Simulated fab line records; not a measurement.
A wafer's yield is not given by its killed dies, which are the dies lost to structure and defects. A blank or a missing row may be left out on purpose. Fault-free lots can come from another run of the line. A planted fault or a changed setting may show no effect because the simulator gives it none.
The tool behind it: which one? || flow gf180mcu || 11 lots, 33 wafers sampled, at 3 steps of a route of 602

== WHAT THE GAUGES READ, wafer by wafer ==
GF_VT_IMPLANT_OVL_MEAS_40.
{"lot": "L405", "measured": "day 7 13:02", "on": "overlay-02", "VT_IMPLANT_03_OVL (nm)": "1.7 1.2 0.4"}
{"lot": "L406", "measured": "day 7 21:53", "on": "overlay-01", "VT_IMPLANT_03_OVL (nm)": "0.0 -0.6 -1.7"}
{"lot": "L407", "measured": "day 8 02:31", "on": "overlay-02", "VT_IMPLANT_03_OVL (nm)": "0.8 1.5 1.2"}
{"lot": "L408", "measured": "day 8 09:29", "on": "overlay-02", "VT_IMPLANT_03_OVL (nm)": "2.3 3.7 2.0"}
{"lot": "L409", "measured": "day 8 16:59", "on": "overlay-02", "VT_IMPLANT_03_OVL (nm)": "0.5 2.5 2.6"}
{"lot": "L413", "measured": "day 9 18:27", "on": "overlay-01", "VT_IMPLANT_03_OVL (nm)": "-138.5 -139.0 -138.9"}
{"lot": "L415", "measured": "day 10 07:05", "on": "overlay-02", "VT_IMPLANT_03_OVL (nm)": "-140.6 -137.1 -138.4"}
{"lot": "L420", "measured": "day 11 16:30", "on": "overlay-01", "VT_IMPLANT_03_OVL (nm)": "-0.9 1.6 3.1"}
{"lot": "L421", "measured": "day 12 00:38", "on": "overlay-02", "VT_IMPLANT_03_OVL (nm)": "2.4 1.4 0.6"}
{"lot": "L422", "measured": "day 12 06:54", "on": "overlay-02", "VT_IMPLANT_03_OVL (nm)": "0.8 0.4 0.8"}
{"lot": "L424", "measured": "day 12 22:16", "on": "overlay-01", "VT_IMPLANT_03_OVL (nm)": "1.3 1.1 -0.1"}

GF_V2_THK_MEAS_03.
{"lot": "L405", "measured": "day 19 07:03", "on": "film_metro-04", "V2_CVD_02_THK (nm)": "841 828 860"}
{"lot": "L406", "measured": "day 19 16:01", "on": "film_metro-01", "V2_CVD_02_THK (nm)": "833 845 860"}
{"lot": "L407", "measured": "day 20 01:38", "on": "film_metro-01", "V2_CVD_02_THK (nm)": "841 875 872"}
{"lot": "L408", "measured": "day 20 16:01", "on": "film_metro-02", "V2_CVD_02_THK (nm)": "830 852 847"}
{"lot": "L409", "measured": "day 21 04:44", "on": "film_metro-02", "V2_CVD_02_THK (nm)": "832 844 855"}
{"lot": "L413", "measured": "day 22 05:34", "on": "film_metro-01", "V2_CVD_02_THK (nm)": "839 856 852"}
{"lot": "L415", "measured": "day 22 22:28", "on": "film_metro-01", "V2_CVD_02_THK (nm)": "845 866 851"}
{"lot": "L420", "measured": "day 24 15:37", "on": "film_metro-01", "V2_CVD_02_THK (nm)": "852 856 864"}
{"lot": "L421", "measured": "day 25 03:53", "on": "film_metro-01", "V2_CVD_02_THK (nm)": "849 830 842"}
{"lot": "L422", "measured": "day 25 07:47", "on": "film_metro-01", "V2_CVD_02_THK (nm)": "843 842 844"}
{"lot": "L424", "measured": "day 26 06:53", "on": "film_metro-04", "V2_CVD_02_THK (nm)": "853 854 851"}

== EACH LOT AND THE TOOL THAT RAN IT (in order: tool; ch and the chambers of the sampled wafers; start) ==
{"lot": "L405", "GF_VT_IMPLANT_EXPOSE_37": "iline_stepper-02 ch 0, day 7 05:19"}
{"lot": "L406", "GF_VT_IMPLANT_EXPOSE_37": "iline_stepper-02 ch 0, day 7 14:19"}
{"lot": "L407", "GF_VT_IMPLANT_EXPOSE_37": "iline_stepper-02 ch 0, day 7 18:43"}
{"lot": "L408", "GF_VT_IMPLANT_EXPOSE_37": "iline_stepper-02 ch 0, day 8 01:18"}
{"lot": "L409", "GF_VT_IMPLANT_EXPOSE_37": "iline_stepper-02 ch 0, day 8 08:35"}
{"lot": "L413", "GF_VT_IMPLANT_EXPOSE_37": "iline_stepper-01 ch 0, day 9 09:49"}
{"lot": "L415", "GF_VT_IMPLANT_EXPOSE_37": "iline_stepper-01 ch 0, day 9 22:18"}
{"lot": "L420", "GF_VT_IMPLANT_EXPOSE_37": "iline_stepper-02 ch 0, day 11 07:18"}
{"lot": "L421", "GF_VT_IMPLANT_EXPOSE_37": "iline_stepper-02 ch 0, day 11 14:56"}
{"lot": "L422", "GF_VT_IMPLANT_EXPOSE_37": "iline_stepper-02 ch 0, day 11 21:43"}
{"lot": "L424", "GF_VT_IMPLANT_EXPOSE_37": "iline_stepper-02 ch 0, day 12 12:17"}
- GF_VT_IMPLANT_EXPOSE_37: exposes mask Nwell HV AREA, target cd 860 nm.

== WHAT THE TOOLS THEMSELVES READ (means of the sampled wafers that have a number; where no wafer has one, the mark that the record gives instead) ==
The record holds no such reading with a usual standard deviation.

== THE ANSWER, worked out from the rows above alone ==
Rule: usual is defined by the lots themselves. Put in order of their means at a reading, lots are off if they are a third of the lots or fewer, leave a main group of 4 or more, and stand apart from it by a gap of 3 or more times the standard deviation of the main group's means; of several such gaps the widest counts. Not used: any main group whose means are identical at the precision the tables above print for the reading. Also off: a lot with no number at a reading for which 4 or more lots have one. Where the step has rows for the other lots, those lots are counted as sound. After the gauges, taken in route order, come the tools' own readings; for these a lot's mean is taken, as printed above. The first step at which some lot is off is used, and at that step the reading that is off furthest; a lot without a number counts as furthest.
Off: L413, L415, seen at GF_VT_IMPLANT_OVL_MEAS_40 (VT_IMPLANT_03_OVL). The main group has a mean of 1.1 nm with a standard deviation of 0.88.
If a tool, at a process step before that reading, ran all the lots that are off and no sound lot after the first of them, it fits. The gauges at GF_VT_IMPLANT_OVL_MEAS_40 are tried like those tools. One candidate fits, namely iline_stepper-01 at GF_VT_IMPLANT_EXPOSE_37. It ran no sound lot before its first lot that is off in this sample, so the start can't be narrowed down.

== WHAT WAS PUT IN BY THE SIMULATOR ==
Scanner matching overlay: iline_stepper-01, from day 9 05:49 on, at GF_VT_IMPLANT_EXPOSE_37. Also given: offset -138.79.
Lots struck among those shown: L413, L415. This agrees with what the rule above found.
